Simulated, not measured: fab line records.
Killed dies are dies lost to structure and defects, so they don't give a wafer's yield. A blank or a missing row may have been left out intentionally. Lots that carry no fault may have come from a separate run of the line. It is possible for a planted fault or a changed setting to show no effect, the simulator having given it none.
Which of the tools did it?	flow sky130	36 wafers from 12 lots sampled at 4 of the route's 708 steps

WHAT EACH GAUGE READ, for each wafer
SKY_VIA2_BOW_MEAS_03. Usual: VIA2_BOW typically reads 88 um, with standard deviation 6.9.
lot	measured	on	VIA2_BOW (um)	flag
L232	day 35 03:00	film-metro-01	89 94 92	
L233	day 35 09:50	film-metro-01	85 90 82	
L234	day 36 04:13	film-metro-04	77 74 84	
L235	day 36 07:14	film-metro-02	84 76 91	
L237	day 37 18:31	film-metro-02	88 77 88	
L241	day 38 01:36	film-metro-02	86 92 82	
L243	day 38 17:19	film-metro-01	73 87 93	
L250	day 40 17:36	film-metro-04	87 70 85	
L251	day 40 22:31	film-metro-04	103 92 100	
L252	day 41 01:44	film-metro-01	90 82 85	
L254	day 41 15:17	film-metro-02	87 90 101	
L255	day 41 21:31	film-metro-02	92 95 99	

SKY_CAPM_THK_MEAS_04: measures by xrf. Usual: CAPM_TIN_THK typically reads 203.7 nm, with standard deviation 2.1.
lot	measured	on	CAPM_TIN_THK (nm)	flag
L232	day 36 07:26	film-metro-03	203.2 204.9 203.5	
L233	day 36 14:03	film-metro-04	202.5 203.8 202.5	
L234	day 37 08:31	film-metro-03	200.2 201.9 199.9	
L235	day 37 11:11	film-metro-03	205.7 206.1 205.5	
L237	day 38 21:21	film-metro-03	206.9 206.0 205.8	
L241	day 39 04:48	film-metro-02	199.9 202.3 201.4	
L243	day 39 20:22	film-metro-02	201.6 203.1 199.9	
L250	day 41 19:41	film-metro-04	205.4 205.1 203.2	
L251	day 42 01:12	film-metro-04	202.6 201.8 201.5	
L252	day 42 03:52	film-metro-03	204.2 205.5 206.1	
L254	day 42 16:01	film-metro-02	205.5 205.9 206.6	
L255	day 42 22:14	film-metro-02	202.6 203.5 203.6	

WHAT TOOL EACH LOT RAN ON (gives the tool, then ch and the chambers of the sampled wafers, and finally the start)
lot	SKY_METAL2_ETCH_18	SKY_METAL3_SPUTTER_04
L232	rie-metal-04 ch 0,1, day 35 01:36	pvd-sputter-03, day 36 07:04
L233	rie-metal-01 ch 1, day 35 08:27	pvd-sputter-03, day 36 13:40
L234	rie-metal-01 ch 0,1, day 36 02:53	pvd-sputter-04, day 37 08:10
L235	rie-metal-04 ch 0,1, day 36 05:59	pvd-sputter-02, day 37 10:46
L237	rie-metal-02 ch 1, day 37 17:08	pvd-sputter-04, day 38 20:59
L241	rie-metal-01 ch 0,1, day 38 00:21	pvd-sputter-04, day 39 04:25
L243	rie-metal-01 ch 0,1, day 38 15:52	pvd-sputter-03, day 39 19:59
L250	rie-metal-01 ch 0,1, day 40 16:20	pvd-sputter-02, day 41 19:19
L251	rie-metal-04 ch 0,1, day 40 21:15	pvd-sputter-04, day 42 00:49
L252	rie-metal-01 ch 0,1, day 41 00:22	pvd-sputter-04, day 42 03:29
L254	rie-metal-04 ch 0,1, day 41 14:02	pvd-sputter-02, day 42 15:37
L255	rie-metal-04 ch 0,1, day 41 20:17	pvd-sputter-02, day 42 21:52
- SKY_METAL2_ETCH_18: etches BARC in N2/H2, stops on SiO2, time 45.9 s, target depth 60 nm.
- SKY_METAL3_SPUTTER_04: material TiN, target thk 70 nm, time 58.3 s.

AS READ BY THE TOOLS THEMSELVES (means over the sampled wafers that have a number; for cases with no such wafer, the mark the record gives instead)
SKY_METAL2_ETCH_18. Usual: chamber-pressure-mTorr 29.997 mTorr, standard deviation 0.028; drypump-motor-current-A 6.0 A, standard deviation 0.35; oes-product-au 0.854 a.u., standard deviation 0.0044; throttle-valve-pct 13.226 %, standard deviation 0.0087.
lot	tool	chamber-pressure-mTorr (mTorr)	drypump-motor-current-A (A)	oes-product-au (a.u.)	throttle-valve-pct (%)	flag
L232	rie-metal-04	29.991	6.0	0.853	13.224	
L233	rie-metal-01	29.999	6.0	0.858	13.231	
L234	rie-metal-01	30.012	6.1	0.853	13.230	
L235	rie-metal-04	30.000	6.0	0.853	13.229	
L237	rie-metal-02	30.003	6.0	0.851	13.221	
L241	rie-metal-01	29.993	6.1	0.854	13.221	
L243	rie-metal-01	29.990	6.1	0.852	13.226	
L250	rie-metal-01	29.981	6.1	0.853	13.221	
L251	rie-metal-04	29.991	6.1	0.856	13.223	
L252	rie-metal-01	30.011	6.2	0.854	13.227	
L254	rie-metal-04	30.013	5.7	0.855	13.223	
L255	rie-metal-04	29.990	6.1	0.855	13.231	

SKY_METAL3_SPUTTER_04. Usual: chamber-pressure-pa 0.3999 Pa, standard deviation 0.0008; throttle-valve-pct 30.1 %, standard deviation 0.72.
lot	tool	chamber-pressure-pa (Pa)	throttle-valve-pct (%)	flag
L232	pvd-sputter-03	0.4002	30.5	
L233	pvd-sputter-03	0.4000	30.7	
L234	pvd-sputter-04	0.3998	29.3	
L235	pvd-sputter-02	0.4001	29.9	
L237	pvd-sputter-04	0.3995	30.2	
L241	pvd-sputter-04	0.4008	29.9	
L243	pvd-sputter-03	0.3998	30.7	
L250	pvd-sputter-02	0.4004	29.8	
L251	pvd-sputter-04	0.3908	30.3	OFF
L252	pvd-sputter-04	0.3915	29.8	OFF
L254	pvd-sputter-02	0.3999	29.8	
L255	pvd-sputter-02	0.3999	29.5	

THE ANSWER, worked out from the rows above alone
Rule: a lot counts as off when the mean over its wafers that have a number is more than 3 standard deviations away from the usual mean. A lot without any number at a reading at which 4 lots or more have one is off too. Any other lot the step has rows for is counted as sound. The gauges are gone through in route order, then the tools' own readings, and for those a lot's mean is taken as printed above. The first step at which some lot is off is used, and at that step the reading that is off furthest; a lot without a number counts as furthest.
Off at SKY_METAL3_SPUTTER_04 (chamber-pressure-pa): L251, L252.
If a tool, at that step or one of the process steps before it, ran each lot that is off and ran no sound lot following the first of them, it fits. One candidate fits, namely pvd-sputter-04 at SKY_METAL3_SPUTTER_04. Its last sound lot is L241 (day 39 04:25), its first lot that is off L251 (day 42 00:49): a fault that began between those two fits.
On the lots that are off, the tool's own readings at SKY_METAL3_SPUTTER_04 differ by more than 5 times the standard deviation of the sound lots' means, which bears it out; chamber-pressure-pa reads 0.3911 Pa there versus 0.4000 Pa on the sound lots.

WHAT THE SIMULATOR HAD PUT IN
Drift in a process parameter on pvd-sputter-04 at SKY_METAL3_SPUTTER_04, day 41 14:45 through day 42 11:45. The setting chamber-pressure-pa was moved by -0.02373, starting from 0.4. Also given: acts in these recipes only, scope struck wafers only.
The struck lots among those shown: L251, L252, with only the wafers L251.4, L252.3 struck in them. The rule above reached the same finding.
